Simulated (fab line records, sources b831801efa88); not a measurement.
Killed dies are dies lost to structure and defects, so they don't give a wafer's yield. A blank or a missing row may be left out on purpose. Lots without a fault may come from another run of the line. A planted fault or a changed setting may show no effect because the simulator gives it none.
Which tool did it? | flow gf180mcu | 7 lots, 21 wafers sampled, at 4 steps of a route of 602

WHAT THE GAUGES READ, wafer by wafer
GF_M2_THK_MEAS_06: measures by xrf.
lot  | measured     | on            | M2_ALCU_THK (nm)
L865 | day 19 00:59 | film_metro-01 | 495 495 496
L867 | day 20 04:43 | film_metro-02 | 498 493 492
L871 | day 21 09:28 | film_metro-03 | 447 442 446
L876 | day 23 09:17 | film_metro-01 | 451 455 451
L879 | day 23 23:28 | film_metro-02 | 449 450 445
L881 | day 24 19:17 | film_metro-02 | 441 440 439
L884 | day 25 17:05 | film_metro-02 | 446 444 449

WHICH TOOL RAN EACH LOT (tool, then ch and the chambers of the sampled wafers, then the start)
lot  | GF_V1_STRIP_18                       | GF_M2_SPUTTER_01             | GF_M2_SPUTTER_04
L865 | plasma_asher-02 ch 1, day 18 23:25   | pvd_sputter-04, day 19 00:44 | pvd_sputter-04, day 19 00:49
L867 | plasma_asher-03 ch 0,1, day 20 03:01 | pvd_sputter-04, day 20 04:28 | pvd_sputter-04, day 20 04:32
L871 | plasma_asher-01 ch 0,1, day 21 07:34 | pvd_sputter-02, day 21 09:14 | pvd_sputter-02, day 21 09:19
L876 | plasma_asher-03 ch 0,1, day 23 07:36 | pvd_sputter-03, day 23 09:03 | pvd_sputter-03, day 23 09:08
L879 | plasma_asher-02 ch 0,1, day 23 21:34 | pvd_sputter-04, day 23 23:14 | pvd_sputter-04, day 23 23:19
L881 | plasma_asher-02 ch 0,1, day 24 17:43 | pvd_sputter-04, day 24 19:03 | pvd_sputter-04, day 24 19:08
L884 | plasma_asher-03 ch 0, day 25 15:31   | pvd_sputter-03, day 25 16:50 | pvd_sputter-03, day 25 16:55
- GF_V1_STRIP_18: strips in O2/N2.
- GF_M2_SPUTTER_01: material TiN, target thk 30 nm, time 25 s.
- GF_M2_SPUTTER_04: material TiN, target thk 50 nm, time 41.7 s.

THE ANSWER, worked out from the rows above alone
Rule: what is usual is taken from the lots themselves. Put in order of their means at a reading, lots are off if they are a third of the lots or fewer, leave a main group of 4 or more, and stand apart from it by a gap of 3 or more times the standard deviation of the main group's means; of several such gaps the widest counts. A main group whose means are all the same, to the digits that the tables above print for the reading, isn't used. A lot without any number at a reading at which 4 lots or more have one is off too. The other lots that the step has rows for count as sound.
Off: L865, L867, at GF_M2_THK_MEAS_06 (M2_ALCU_THK). The main group: mean 446 nm, standard deviation 4.
A tool fits if, at a process step before that reading, it ran every lot that is off, and no sound lot after the first of them. The gauges at GF_M2_THK_MEAS_06 are tried like those tools. None of those tried fits.

WHAT THE SIMULATOR HAD PUT IN
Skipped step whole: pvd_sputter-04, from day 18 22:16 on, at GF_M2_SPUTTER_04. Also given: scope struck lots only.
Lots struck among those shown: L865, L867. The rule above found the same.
